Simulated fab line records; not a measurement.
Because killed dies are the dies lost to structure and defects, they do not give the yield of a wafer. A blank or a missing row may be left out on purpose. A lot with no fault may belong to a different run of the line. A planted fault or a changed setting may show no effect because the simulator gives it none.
fab line records | flow gf180mcu | part 1 of 2: steps 1 to 26 of 36
record: lots: 5 | wafers: 15 | lastDay: 34
route steps=602 shown M4@471 V4@476 MIM@503
lots that met no fault: from a run of the same line without faults
startH: hours from the record's first day to the start of the lot's first wafer shown | waitH: how many hours have passed since the lot's step before this one | " the same as in the row above | L1.1+2: a row that stands for several wafers | - no value present, or no start provided | * or withheld: withheld | < > ~ a bound
route shown NAME@n: a module of which the file shows steps, and the number in the route of the first | usual: average and standard deviation across the fault-free wafers | same: alike in all rows | chamber/n: place in a boat | sites: readings site by site | _std_site: the standard deviation of these | _edge_site: mean of outer sites minus mean of inner sites | radiusMm: for every site, how far away it sits from the centre of the wafer | mask NAME#n: copy n | behind: the tool/chamber that last shaped the wafer | hold: what put the lot on hold/how long, in hours/how the hold closed | device: which transistor (n, p or np) failed to switch | end of line: the tests these same wafers got at the end of their route | a step given without rows: its recipe and nothing more | killed: count of dies lost to structure and defects at first sort (not the wafer's yield) | map: dies across one wafer; x = killed, . = not, _ = none there
set.NAME: the setting that was run; set.NAME@STEP: the one run at that earlier step | model.NAME: the simulator's own value behind a step, which no gauge read
lots seen at some steps along the route; tables by step, rows by wafer
services: from which hour (startH, from the record's first day; less than 0 if before it) a tool's chamber was out of use, for how many hours, and why
== steps ==
step: GF_M4_OVL_MEAS_15
usual: M4_OVL: 1/6.3
lot.wafer | tool       | chamber | startH | waitH | M4_OVL[nm]
L079.1    | overlay-02 | -       | 583.38 | 0.1   | -3
L079.3    | "          | -       | "      | "     | -7
L079.6    | "          | -       | "      | "     | 1
L086.1    | overlay-01 | -       | 640.00 | 0.1   | -5
L086.2    | "          | -       | "      | "     | -1
L086.6    | "          | -       | "      | "     | -9
L090.1    | overlay-02 | -       | 668.70 | 0.1   | 3
L090.3    | "          | -       | "      | "     | 7
L090.4    | "          | -       | "      | "     | 3
L092.1    | overlay-02 | -       | 679.15 | 0.1   | 2
L092.4    | "          | -       | "      | "     | 3
L092.6    | "          | -       | "      | "     | 13
L094.1    | overlay-02 | -       | 697.50 | 0.1   | 12
L094.2    | "          | -       | "      | "     | 23
L094.5    | "          | -       | "      | "     | 16
step: GF_M4_METAL_ETCH_16
recipe: chemistry: Cl2/BCl3 | maskMaterial: KrF | targetDepthNm: 627.5 | stopOn: SiO2 | pressureMtorr: 8 | icpW: 800 | biasW: 140 | Cl2_flow_sccm: 80 | bcl3FlowSccm: 40 | timeS: 104.6
usual: drypumpMotorCurrentA: 5.5/0.31 | oesProductAu: 0.971/0.0067 | throttleValvePct: 28.251/0.011
lot.wafer | tool        | chamber | startH | waitH | drypumpMotorCurrentA | oesProductAu | rfHoursCounterH | throttleValvePct
L079.1    | rieMetal-01 | 0       | 583.41 | 0.0   | 5.7                  | 0.966        | 2               | 28.263
L079.3    | "           | 0       | "      | "     | 5.7                  | 0.971        | -               | 28.264
L079.6    | "           | 0       | "      | "     | 5.7                  | 0.972        | -               | 28.258
L086.1    | rieMetal-04 | 1       | 640.03 | 0.0   | 5.6                  | 0.969        | 1               | 28.235
L086.2    | "           | 0       | "      | "     | 5.6                  | 0.976        | 11              | 28.238
L086.6    | "           | 0       | "      | "     | 5.6                  | 0.977        | -               | 28.242
L090.1    | rieMetal-01 | 0       | 668.73 | 0.0   | 5.7                  | 0.975        | 5               | 28.249
L090.3    | "           | 1       | "      | "     | 4.8                  | 0.972        | -               | 28.258
L090.4    | "           | 0       | "      | "     | 5.7                  | 0.970        | -               | 28.270
L092.1    | rieMetal-01 | 0       | 679.18 | 0.0   | 5.7                  | 0.963        | 5               | 28.256
L092.4    | "           | 0       | "      | "     | 5.7                  | 0.975        | -               | 28.257
L092.6    | "           | 1       | "      | "     | 4.8                  | 0.977        | -               | 28.233
L094.1    | rieMetal-04 | 0       | 697.53 | 0.0   | 5.6                  | 0.965        | 12              | 28.235
L094.2    | "           | 1       | "      | "     | 5.6                  | 0.973        | 3               | 28.252
L094.5    | "           | 1       | "      | "     | 5.6                  | 0.964        | -               | 28.267
step: GF_M4_STRIP_17
recipe: chemistry: O2/N2 | powerW: 1400 | pressureMtorr: 1500 | platenTempC: 250 | o2FlowSccm: 3000 | n2FlowSccm: 300 | overashFraction: 0.5
usual: drypumpMotorCurrentA: 5.74/0.28 | heaterPowerW: 339/42 | oesProductAu: 0.559/0.0048 | stripTimeToEndpointS: 7.90/0.051
same: overashFraction: 0.5
lot.wafer | tool           | chamber | startH | waitH | drypumpMotorCurrentA | heaterPowerW | oesProductAu | rfHoursCounterH | stripTimeToEndpointS
L079.1    | plasmaAsher-04 | 1       | 583.64 | 0.2   | 5.47                 | 293          | 0.563        | 16              | 7.97
L079.3    | "              | 0       | "      | "     | 5.81                 | 362          | 0.558        | -               | 7.95
L079.6    | "              | 1       | "      | "     | 5.49                 | 291          | 0.563        | -               | 7.94
L086.1    | plasmaAsher-04 | 1       | 640.14 | 0.1   | 5.47                 | 290          | 0.558        | 22              | 7.86
L086.2    | "              | 0       | "      | "     | 5.78                 | 360          | 0.555        | 22              | 7.83
L086.6    | "              | 0       | "      | "     | 5.75                 | 375          | 0.552        | -               | 7.85
L090.1    | plasmaAsher-04 | 0       | 668.84 | 0.1   | 5.75                 | 361          | 0.559        | 25              | 7.91
L090.3    | "              | 1       | "      | "     | 5.50                 | 291          | 0.560        | -               | 7.88
L090.4    | "              | 0       | "      | "     | 5.76                 | 360          | 0.565        | -               | 7.88
L092.1    | plasmaAsher-01 | 1       | 679.29 | 0.1   | 5.90                 | 353          | 0.562        | 103             | 7.93
L092.4    | "              | 1       | "      | "     | 5.91                 | 356          | 0.561        | -               | 7.88
L092.6    | "              | 0       | "      | "     | 6.37                 | 407          | 0.554        | -               | 7.87
L094.1    | plasmaAsher-02 | 1       | 697.64 | 0.1   | 5.58                 | 295          | 0.564        | 96              | 7.84
L094.2    | "              | 0       | "      | "     | 5.50                 | 339          | 0.549        | 96              | 7.85
L094.5    | "              | 1       | "      | "     | 5.65                 | 298          | 0.556        | -               | 7.82
step: GF_M4_STRIP_18
recipe: chemistry: postEtchResidueRemover | timeS: 1200 | tempC: 72.5
lot.wafer  | tool        | chamber | startH | waitH
L079.1+3+6 | wetBench-04 | 3       | 583.74 | 0.1
L086.1+2+6 | wetBench-01 | 0       | 640.24 | 0.1
L090.1+3+4 | wetBench-01 | 0       | 668.94 | 0.1
L092.1+4+6 | wetBench-01 | 3       | 679.39 | 0.1
L094.1+2+5 | wetBench-02 | 2       | 697.74 | 0.1
step: GF_M4_CLEAN_19
recipe: chemistry: DIW | dry: n2Spin
lot.wafer  | tool        | chamber | startH | waitH
L079.1+3+6 | wetBench-02 | 1       | 584.08 | 0.0
L086.1+2+6 | wetBench-04 | 0       | 640.59 | 0.0
L090.1+3+4 | wetBench-02 | 1       | 669.29 | 0.0
L092.1+4+6 | wetBench-02 | 3       | 679.77 | 0.0
L094.1+2+5 | wetBench-01 | 0       | 698.09 | 0.0
step: GF_V4_CVD_00
recipe: material: SiO2 | targetThkNm: 600 | sigmaOpenFrac: 0.3 | tempC: 400 | timeS: 100 | sih4FlowSccm: 60 | pressureMtorr: 6
lot.wafer  | tool      | chamber | startH | waitH
L079.1+3+6 | hdpcvd-02 | 0,2,1   | 584.17 | 0.0
L086.1+2+6 | hdpcvd-02 | 2,0,0   | 640.68 | 0.0
L090.1+3+4 | hdpcvd-02 | 1,2,0   | 669.38 | 0.0
L092.1+4+6 | hdpcvd-01 | 0,2,0   | 679.86 | 0.0
L094.1+2+5 | hdpcvd-02 | 2,0,1   | 698.18 | 0.0
step: GF_V4_THK_MEAS_01
recipe: reads: SiO2_of_V4_CVD_00
usual: V4_CVD_00_THK: 603/7
lot.wafer | tool         | chamber | startH | waitH | V4_CVD_00_THK[nm]
L079.1    | filmMetro-04 | -       | 584.24 | 0.0   | 601
L079.3    | "            | -       | "      | "     | 609
L079.6    | "            | -       | "      | "     | 611
L086.1    | filmMetro-04 | -       | 640.75 | 0.0   | 611
L086.2    | "            | -       | "      | "     | 602
L086.6    | "            | -       | "      | "     | 601
L090.1    | filmMetro-03 | -       | 669.45 | 0.0   | 605
L090.3    | "            | -       | "      | "     | 618
L090.4    | "            | -       | "      | "     | 611
L092.1    | filmMetro-04 | -       | 679.93 | 0.0   | 594
L092.4    | "            | -       | "      | "     | 596
L092.6    | "            | -       | "      | "     | 596
L094.1    | filmMetro-04 | -       | 698.25 | 0.0   | 609
L094.2    | "            | -       | "      | "     | 597
L094.5    | "            | -       | "      | "     | 597
step: GF_V4_CVD_02
recipe: material: SiO2 | targetThkNm: 850 | precursor: TEOS | tempC: 400 | timeS: 94.851 | rfW: 600
usual: heaterPowerW: 734/120
lot.wafer | tool     | chamber | startH | waitH | heaterPowerW
L079.1    | pecvd-04 | 2       | 584.30 | 0.1   | 936
L079.3    | "        | 1       | "      | "     | 696
L079.6    | "        | 2       | "      | "     | 980
L086.1    | pecvd-04 | 0       | 640.81 | 0.1   | 586
L086.2    | "        | 2       | "      | "     | 962
L086.6    | "        | 0       | "      | "     | 628
L090.1    | pecvd-02 | 1       | 669.51 | 0.1   | 710
L090.3    | "        | 0       | "      | "     | 644
L090.4    | "        | 0       | "      | "     | 660
L092.1    | pecvd-04 | 0       | 679.99 | 0.1   | 685
L092.4    | "        | 1       | "      | "     | 787
L092.6    | "        | 2       | "      | "     | 952
L094.1    | pecvd-01 | 0       | 698.31 | 0.1   | 843
L094.2    | "        | 1       | "      | "     | 789
L094.5    | "        | 1       | "      | "     | 858
step: GF_V4_THK_MEAS_03
recipe: reads: SiO2_of_V4_CVD_02
usual: V4_CVD_02_THK: 853/11
lot.wafer | tool         | chamber | startH | waitH | V4_CVD_02_THK[nm]
L079.1    | filmMetro-03 | -       | 584.37 | 0.0   | 834
L079.3    | "            | -       | "      | "     | 853
L079.6    | "            | -       | "      | "     | 850
L086.1    | filmMetro-02 | -       | 640.88 | 0.0   | 856
L086.2    | "            | -       | "      | "     | 842
L086.6    | "            | -       | "      | "     | 849
L090.1    | filmMetro-03 | -       | 669.58 | 0.0   | 837
L090.3    | "            | -       | "      | "     | 867
L090.4    | "            | -       | "      | "     | 876
L092.1    | filmMetro-03 | -       | 680.06 | 0.0   | 838
L092.4    | "            | -       | "      | "     | 847
L092.6    | "            | -       | "      | "     | 849
L094.1    | filmMetro-04 | -       | 698.38 | 0.0   | 844
L094.2    | "            | -       | "      | "     | 842
L094.5    | "            | -       | "      | "     | 861
step: GF_V4_CMP_04
recipe: material: SiO2 | downForcePsi: 4 | platenRpm: 60 | padVelocityMS: 0.94248
usual: motorCurrentA: 12.1/1.1 | slurryFilterDpKPa: 13.49/0.12 | timeToEndpointS: 80/5.9
lot.wafer | tool   | chamber | startH | waitH | motorCurrentA | slurryFilterDpKPa | timeToEndpointS
L079.3    | cmp-02 | 0       | 584.43 | 0.0   | 11.5          | 13.58             | 82
L079.1    | "      | 1       | "      | "     | 13.0          | 13.46             | 72
L079.6    | "      | 0       | "      | "     | 12.3          | 13.47             | 79
L086.2    | cmp-02 | 3       | 641.04 | 0.1   | 11.8          | 13.43             | 78
L086.1    | "      | 0       | "      | "     | 11.3          | 13.54             | 82
L086.6    | "      | 2       | "      | "     | 11.3          | 13.65             | 80
L090.1    | cmp-02 | 2       | 669.64 | 0.1   | 10.6          | 13.30             | 72
L090.4    | "      | 0       | "      | "     | 11.2          | 13.64             | 90
L090.3    | "      | 1       | "      | "     | 12.6          | 13.44             | 87
L092.4    | cmp-01 | 3       | 680.17 | 0.1   | 12.9          | 13.57             | 85
L092.1    | "      | 1       | "      | "     | 11.6          | 13.34             | 76
L092.6    | "      | 2       | "      | "     | 13.7          | 13.68             | 78
L094.1    | cmp-02 | 0       | 698.49 | 0.1   | 11.7          | 13.55             | 75
L094.2    | "      | 1       | "      | "     | 13.0          | 13.38             | 69
L094.5    | "      | 0       | "      | "     | 11.5          | 13.45             | 76
step: GF_V4_BOW_MEAS_05
recipe: mode: bow
usual: V4_BOW: 135/8.2
lot.wafer | tool         | chamber | startH | waitH | V4_BOW[um]
L079.1    | filmMetro-03 | -       | 584.73 | 0.2   | 125
L079.3    | "            | -       | "      | "     | 124
L079.6    | "            | -       | "      | "     | 123
L086.1    | filmMetro-04 | -       | 641.24 | 0.1   | 127
L086.2    | "            | -       | "      | "     | 120
L086.6    | "            | -       | "      | "     | 120
L090.1    | filmMetro-02 | -       | 669.94 | 0.2   | 128
L090.3    | "            | -       | "      | "     | 142
L090.4    | "            | -       | "      | "     | 148
L092.1    | filmMetro-04 | -       | 680.42 | 0.1   | 133
L092.4    | "            | -       | "      | "     | 141
L092.6    | "            | -       | "      | "     | 145
L094.1    | filmMetro-03 | -       | 698.74 | 0.2   | 142
L094.2    | "            | -       | "      | "     | 134
L094.5    | "            | -       | "      | "     | 133
step: GF_V4_DEHYDRATE_06
recipe: tempC: 200 | timeS: 60
usual: exhaustPa: 45.0/0.98
lot.wafer | tool          | chamber | startH | waitH | exhaustPa
L079.1    | lithoTrack-01 | 0       | 594.99 | 10.2  | 43.9
L079.3    | "             | 0       | "      | "     | 42.3
L079.6    | "             | 0       | "      | "     | 43.2
L086.1    | lithoTrack-03 | 0       | 650.55 | 9.3   | 46.9
L086.2    | "             | 0       | "      | "     | 47.6
L086.6    | "             | 0       | "      | "     | 46.1
L090.1    | lithoTrack-01 | 0       | 679.14 | 9.2   | 44.2
L090.3    | "             | 0       | "      | "     | 43.9
L090.4    | "             | 0       | "      | "     | 44.8
L092.1    | lithoTrack-01 | 0       | 689.19 | 8.8   | 46.1
L092.4    | "             | 0       | "      | "     | 44.8
L092.6    | "             | 0       | "      | "     | 45.6
L094.1    | lithoTrack-02 | 0       | 706.83 | 8.1   | 44.8
L094.2    | "             | 0       | "      | "     | 44.2
L094.5    | "             | 0       | "      | "     | 42.6
step: GF_V4_HMDS_07
recipe: primeTimeS: 60 | primeTempC: 120
usual: exhaustPa: 44.9/0.91
lot.wafer | tool          | chamber | startH | waitH | exhaustPa
L079.1    | lithoTrack-01 | 0       | 595.14 | 0.1   | 44.9
L079.3    | "             | 0       | "      | "     | 44.1
L079.6    | "             | 0       | "      | "     | 43.6
L086.1    | lithoTrack-03 | 0       | 650.70 | 0.1   | 45.1
L086.2    | "             | 0       | "      | "     | 45.3
L086.6    | "             | 0       | "      | "     | 44.1
L090.1    | lithoTrack-01 | 0       | 679.29 | 0.1   | 44.6
L090.3    | "             | 0       | "      | "     | 44.7
L090.4    | "             | 0       | "      | "     | 43.8
L092.1    | lithoTrack-01 | 0       | 689.34 | 0.1   | 45.9
L092.4    | "             | 0       | "      | "     | 43.8
L092.6    | "             | 0       | "      | "     | 45.7
L094.1    | lithoTrack-02 | 0       | 706.98 | 0.1   | 44.3
L094.2    | "             | 0       | "      | "     | 45.1
L094.5    | "             | 0       | "      | "     | 44.5
step: GF_V4_COAT_08
recipe: resist: BARC | tempC: withheld | timeS: withheld | spinRpm: withheld | resistThkNm: withheld
usual: exhaustPa: 45.0/0.83
lot.wafer | tool          | chamber | startH | waitH | exhaustPa
L079.1    | lithoTrack-01 | 0       | 595.29 | 0.1   | 47.3
L079.3    | "             | 0       | "      | "     | 45.4
L079.6    | "             | 0       | "      | "     | 45.6
L086.1    | lithoTrack-03 | 0       | 650.85 | 0.1   | 44.5
L086.2    | "             | 0       | "      | "     | 44.2
L086.6    | "             | 0       | "      | "     | 44.5
L090.1    | lithoTrack-01 | 0       | 679.44 | 0.1   | 45.8
L090.3    | "             | 0       | "      | "     | 45.7
L090.4    | "             | 0       | "      | "     | 44.8
L092.1    | lithoTrack-01 | 0       | 689.49 | 0.1   | 44.8
L092.4    | "             | 0       | "      | "     | 45.8
L092.6    | "             | 0       | "      | "     | 45.2
L094.1    | lithoTrack-02 | 0       | 707.13 | 0.1   | 43.4
L094.2    | "             | 0       | "      | "     | 44.2
L094.5    | "             | 0       | "      | "     | 44.0
step: GF_V4_COAT_09
recipe: resist: KrF | spinRpm: withheld | resistThkNm: 1000
usual: exhaustPa: 44.7/0.97
lot.wafer | tool          | chamber | startH | waitH | exhaustPa
L079.1    | lithoTrack-01 | 0       | -      | -     | 43.6
L079.3    | "             | 0       | "      | "     | 45.5
L079.6    | "             | 0       | "      | "     | 44.0
L086.1    | lithoTrack-03 | 0       | -      | -     | 46.0
L086.2    | "             | 0       | "      | "     | 44.7
L086.6    | "             | 0       | "      | "     | 44.7
L090.1    | lithoTrack-01 | 0       | -      | -     | 44.5
L090.3    | "             | 0       | "      | "     | 44.2
L090.4    | "             | 0       | "      | "     | 44.1
L092.1    | lithoTrack-01 | 0       | -      | -     | 45.0
L092.4    | "             | 0       | "      | "     | 45.1
L092.6    | "             | 0       | "      | "     | 45.0
L094.1    | lithoTrack-02 | 0       | -      | -     | 46.3
L094.2    | "             | 0       | "      | "     | 44.7
L094.5    | "             | 0       | "      | "     | 45.6
step: GF_V4_SOFTBAKE_10
recipe: tempC: 130 | timeS: 60 | resist: KrF
usual: exhaustPa: 45.1/0.92
lot.wafer | tool          | chamber | startH | waitH | exhaustPa
L079.1    | lithoTrack-01 | 0       | -      | -     | 44.7
L079.3    | "             | 0       | "      | "     | 45.1
L079.6    | "             | 0       | "      | "     | 45.8
L086.1    | lithoTrack-03 | 0       | -      | -     | 44.8
L086.2    | "             | 0       | "      | "     | 44.4
L086.6    | "             | 0       | "      | "     | 43.9
L090.1    | lithoTrack-01 | 0       | -      | -     | 45.1
L090.3    | "             | 0       | "      | "     | 44.8
L090.4    | "             | 0       | "      | "     | 45.9
L092.1    | lithoTrack-01 | 0       | -      | -     | 45.3
L092.4    | "             | 0       | "      | "     | 45.2
L092.6    | "             | 0       | "      | "     | 45.3
L094.1    | lithoTrack-02 | 0       | -      | -     | 45.7
L094.2    | "             | 0       | "      | "     | 44.9
L094.5    | "             | 0       | "      | "     | 45.1
step: GF_V4_EXPOSE_11
recipe: maskId: Via4 | targetCdNm: 260 | na: 0.68 | sourceShape: conventional | sigmaOuter: 0.6 | doseMj: 38.8
usual: stageVelMmS: 499.97/0.25
lot.wafer | tool          | chamber | startH | waitH | mask   | stageVelMmS
L079.1    | krfScanner-02 | 0       | -      | -     | Via4#0 | 499.59
L079.3    | "             | 0       | "      | "     | Via4#0 | 499.51
L079.6    | "             | 0       | "      | "     | Via4#0 | 499.48
L086.1    | krfScanner-01 | 0       | -      | -     | Via4#0 | 499.91
L086.2    | "             | 0       | "      | "     | Via4#0 | 499.95
L086.6    | "             | 0       | "      | "     | Via4#0 | 499.82
L090.1    | krfScanner-01 | 0       | -      | -     | Via4#0 | 499.67
L090.3    | "             | 0       | "      | "     | Via4#0 | 500.03
L090.4    | "             | 0       | "      | "     | Via4#0 | 500.12
L092.1    | krfScanner-01 | 0       | -      | -     | Via4#0 | 500.26
L092.4    | "             | 0       | "      | "     | Via4#0 | 500.00
L092.6    | "             | 0       | "      | "     | Via4#0 | 500.52
L094.1    | krfScanner-01 | 0       | -      | -     | Via4#0 | 500.39
L094.2    | "             | 0       | "      | "     | Via4#0 | 499.93
L094.5    | "             | 0       | "      | "     | Via4#0 | 500.26
step: GF_V4_PEB_12
recipe: pebTempC: 135 | pebTimeS: 90 | resist: KrF
usual: exhaustPa: 44.9/0.86
lot.wafer | tool          | chamber | startH | waitH | exhaustPa
L079.1    | lithoTrack-03 | 0       | -      | -     | 45.9
L079.3    | "             | 0       | "      | "     | 46.4
L079.6    | "             | 0       | "      | "     | 45.5
L086.1    | lithoTrack-03 | 0       | -      | -     | 44.0
L086.2    | "             | 0       | "      | "     | 42.4
L086.6    | "             | 0       | "      | "     | 43.1
L090.1    | lithoTrack-02 | 0       | -      | -     | 45.6
L090.3    | "             | 0       | "      | "     | 44.9
L090.4    | "             | 0       | "      | "     | 45.2
L092.1    | lithoTrack-03 | 0       | -      | -     | 44.2
L092.4    | "             | 0       | "      | "     | 44.2
L092.6    | "             | 0       | "      | "     | 43.3
L094.1    | lithoTrack-01 | 0       | -      | -     | 44.9
L094.2    | "             | 0       | "      | "     | 45.8
L094.5    | "             | 0       | "      | "     | 44.0
step: GF_V4_DEVELOP_13
recipe: developTimeS: 60 | resist: KrF | devTempC: 21
usual: exhaustPa: 44.9/0.96
lot.wafer | tool          | chamber | startH | waitH | exhaustPa
L079.1    | lithoTrack-03 | 0       | 606.25 | 0.2   | 44.1
L079.3    | "             | 0       | "      | "     | 44.0
L079.6    | "             | 0       | "      | "     | 44.4
L086.1    | lithoTrack-03 | 0       | 660.95 | 0.2   | 43.7
L086.2    | "             | 0       | "      | "     | 44.9
L086.6    | "             | 0       | "      | "     | 45.5
L090.1    | lithoTrack-02 | 0       | 688.93 | 0.2   | 43.9
L090.3    | "             | 0       | "      | "     | 45.1
L090.4    | "             | 0       | "      | "     | 45.6
L092.1    | lithoTrack-03 | 0       | 699.15 | 0.2   | 44.7
L092.4    | "             | 0       | "      | "     | 45.1
L092.6    | "             | 0       | "      | "     | 44.5
L094.1    | lithoTrack-01 | 0       | 716.24 | 0.2   | 45.7
L094.2    | "             | 0       | "      | "     | 45.9
L094.5    | "             | 0       | "      | "     | 44.8
step: GF_V4_CD_MEAS_14
recipe: targetCdNm: 260
usual: cdNm: 260.1/1.1
lot.wafer | tool     | chamber | startH | waitH | cdNm
L079.1    | cdSem-02 | -       | 606.40 | 0.1   | 261.5
L079.3    | "        | -       | "      | "     | 260.8
L079.6    | "        | -       | "      | "     | 259.9
L086.1    | cdSem-01 | -       | 661.10 | 0.1   | 259.4
L086.2    | "        | -       | "      | "     | 258.4
L086.6    | "        | -       | "      | "     | 258.6
L090.1    | cdSem-01 | -       | 689.08 | 0.1   | 257.5
L090.3    | "        | -       | "      | "     | 258.5
L090.4    | "        | -       | "      | "     | 257.8
L092.1    | cdSem-02 | -       | 699.30 | 0.1   | 260.3
L092.4    | "        | -       | "      | "     | 260.9
L092.6    | "        | -       | "      | "     | 259.5
L094.1    | cdSem-01 | -       | 716.39 | 0.1   | 261.2
L094.2    | "        | -       | "      | "     | 261.6
L094.5    | "        | -       | "      | "     | 261.5
step: GF_V4_OVL_MEAS_15
usual: V4_OVL: 0/5
lot.wafer | tool       | chamber | startH | waitH | V4_OVL[nm]
L079.1    | overlay-02 | -       | 606.52 | 0.1   | -2
L079.3    | "          | -       | "      | "     | -4
L079.6    | "          | -       | "      | "     | 9
L086.1    | overlay-01 | -       | 661.22 | 0.1   | 10
L086.2    | "          | -       | "      | "     | 3
L086.6    | "          | -       | "      | "     | -1
L090.1    | overlay-02 | -       | 689.20 | 0.1   | -2
L090.3    | "          | -       | "      | "     | 10
L090.4    | "          | -       | "      | "     | -4
L092.1    | overlay-01 | -       | 699.42 | 0.1   | -3
L092.4    | "          | -       | "      | "     | -4
L092.6    | "          | -       | "      | "     | -5
L094.1    | overlay-02 | -       | 716.51 | 0.1   | 5
L094.2    | "          | -       | "      | "     | 7
L094.5    | "          | -       | "      | "     | 5
step: GF_V4_ETCH_16
recipe: chemistry: N2/H2 | targetDepthA: withheld | overetchA: withheld | timeS: withheld | target: BARC | ionEnergyEv: 200 | sourceW: 500 | biasW: 100 | pressureMtorr: 30 | n2FlowSccm: 100 | h2FlowSccm: 200
usual: drypumpMotorCurrentA: 5.8/0.55 | oesProductAu: 0.855/0.0049 | throttleValvePct: 13.225/0.0093
lot.wafer | tool       | chamber | startH | waitH | drypumpMotorCurrentA | oesProductAu | throttleValvePct
L079.1    | rieDiel-04 | 3       | 606.55 | 0.0   | 5.6                  | 0.857        | 13.223
L079.3    | "          | 0       | "      | "     | 6.6                  | 0.846        | 13.229
L079.6    | "          | 1       | "      | "     | 5.0                  | 0.850        | 13.225
L086.1    | rieDiel-01 | 0       | 661.25 | 0.0   | 5.2                  | 0.862        | 13.232
L086.2    | "          | 1       | "      | "     | 5.6                  | 0.861        | 13.230
L086.6    | "          | 2       | "      | "     | 5.9                  | 0.849        | 13.210
L090.1    | rieDiel-04 | 2       | 689.23 | 0.0   | 6.2                  | 0.846        | 13.229
L090.3    | "          | 1       | "      | "     | 5.0                  | 0.849        | 13.234
L090.4    | "          | 3       | "      | "     | 5.6                  | 0.855        | 13.234
L092.1    | rieDiel-04 | 3       | 699.45 | 0.0   | 5.6                  | 0.858        | 13.210
L092.4    | "          | 0       | "      | "     | 6.5                  | 0.855        | 13.223
L092.6    | "          | 0       | "      | "     | 6.6                  | 0.852        | 13.212
L094.1    | rieDiel-04 | 1       | 716.55 | 0.0   | 5.0                  | 0.842        | 13.221
L094.2    | "          | 3       | "      | "     | 5.6                  | 0.861        | 13.228
L094.5    | "          | 3       | "      | "     | 5.6                  | 0.851        | 13.211
step: GF_V4_ETCH_17
recipe: chemistry: C4F8/O2/Ar | maskMaterial: KrF | target: SiO2 | stopOn: TiN | sourceW: 1500 | biasW: 1200 | pressureMtorr: 40 | c4f8FlowSccm: withheld | O2_flow_sccm: 6 | Ar_flow_sccm: 300 | timeS: withheld | targetDepthA: 6300
usual: oesProductAu: 0.856/0.0047
lot.wafer | tool       | chamber | startH | waitH | oesProductAu
L079.1    | rieDiel-04 | 3       | -      | -     | 0.850
L079.3    | "          | 0       | "      | "     | 0.848
L079.6    | "          | 1       | "      | "     | 0.861
L086.1    | rieDiel-01 | 0       | -      | -     | 0.862
L086.2    | "          | 1       | "      | "     | 0.854
L086.6    | "          | 2       | "      | "     | 0.852
L090.1    | rieDiel-04 | 2       | -      | -     | 0.860
L090.3    | "          | 1       | "      | "     | 0.859
L090.4    | "          | 3       | "      | "     | 0.853
L092.1    | rieDiel-04 | 3       | -      | -     | 0.857
L092.4    | "          | 0       | "      | "     | 0.864
L092.6    | "          | 0       | "      | "     | 0.855
L094.1    | rieDiel-04 | 1       | -      | -     | 0.854
L094.2    | "          | 3       | "      | "     | 0.855
L094.5    | "          | 3       | "      | "     | 0.843
step: GF_V4_STRIP_18
recipe: chemistry: O2/N2 | powerW: 1400 | pressureMtorr: 1500 | platenTempC: 250 | o2FlowSccm: 3000 | n2FlowSccm: 300 | overashFraction: 0.5
usual: drypumpMotorCurrentA: 5.60/0.14 | heaterPowerW: 338/38 | oesProductAu: 0.592/0.0049
same: overashFraction: 0.5
lot.wafer | tool           | chamber | startH | waitH | drypumpMotorCurrentA | heaterPowerW | oesProductAu | rfHoursCounterH
L079.1    | plasmaAsher-03 | 1       | 606.68 | -     | 5.85                 | 366          | 0.594        | 53
L079.3    | "              | 0       | "      | "     | 5.46                 | 377          | 0.596        | -
L079.6    | "              | 0       | "      | "     | 5.45                 | 380          | 0.596        | -
L086.1    | plasmaAsher-04 | 0       | 661.38 | -     | 5.80                 | 364          | 0.594        | 24
L086.2    | "              | 1       | "      | "     | 5.47                 | 297          | 0.595        | 24
L086.6    | "              | 0       | "      | "     | 5.81                 | 364          | 0.588        | -
L090.1    | plasmaAsher-03 | 1       | 689.36 | -     | 5.82                 | 375          | 0.594        | 62
L090.3    | "              | 0       | "      | "     | 5.45                 | 383          | 0.588        | -
L090.4    | "              | 1       | "      | "     | 5.81                 | 378          | 0.593        | -
L092.1    | plasmaAsher-03 | 0       | 699.58 | -     | 5.47                 | 388          | 0.589        | 63
L092.4    | "              | 0       | "      | "     | 5.47                 | 394          | 0.594        | -
L092.6    | "              | 1       | "      | "     | 5.82                 | 361          | 0.586        | -
L094.1    | plasmaAsher-02 | 1       | 716.68 | -     | 5.58                 | 299          | 0.596        | 98
L094.2    | "              | 0       | "      | "     | 5.52                 | 328          | 0.594        | 98
L094.5    | "              | 0       | "      | "     | 5.50                 | 331          | 0.597        | -
step: GF_V4_STRIP_19
recipe: chemistry: postEtchResidueRemover | timeS: 1200 | tempC: 72.5
lot.wafer  | tool        | chamber | startH | waitH
L079.1+3+6 | wetBench-01 | 2       | 606.78 | 0.1
L086.1+2+6 | wetBench-04 | 1       | 661.48 | 0.1
L090.1+3+4 | wetBench-03 | 0       | 689.46 | 0.1
L092.1+4+6 | wetBench-03 | 1       | 699.68 | 0.1
L094.1+2+5 | wetBench-01 | 0       | 716.78 | 0.1
step: GF_V4_CLEAN_20
recipe: chemistry: DIW | dry: n2Spin
lot.wafer  | tool        | chamber | startH | waitH
L079.1+3+6 | wetBench-03 | 3       | 607.16 | 0.0
L086.1+2+6 | wetBench-01 | 1       | 661.82 | 0.0
L090.1+3+4 | wetBench-01 | 3       | 689.80 | 0.0
L092.1+4+6 | wetBench-04 | 3       | 700.02 | 0.0
L094.1+2+5 | wetBench-04 | 0       | 717.12 | 0.0
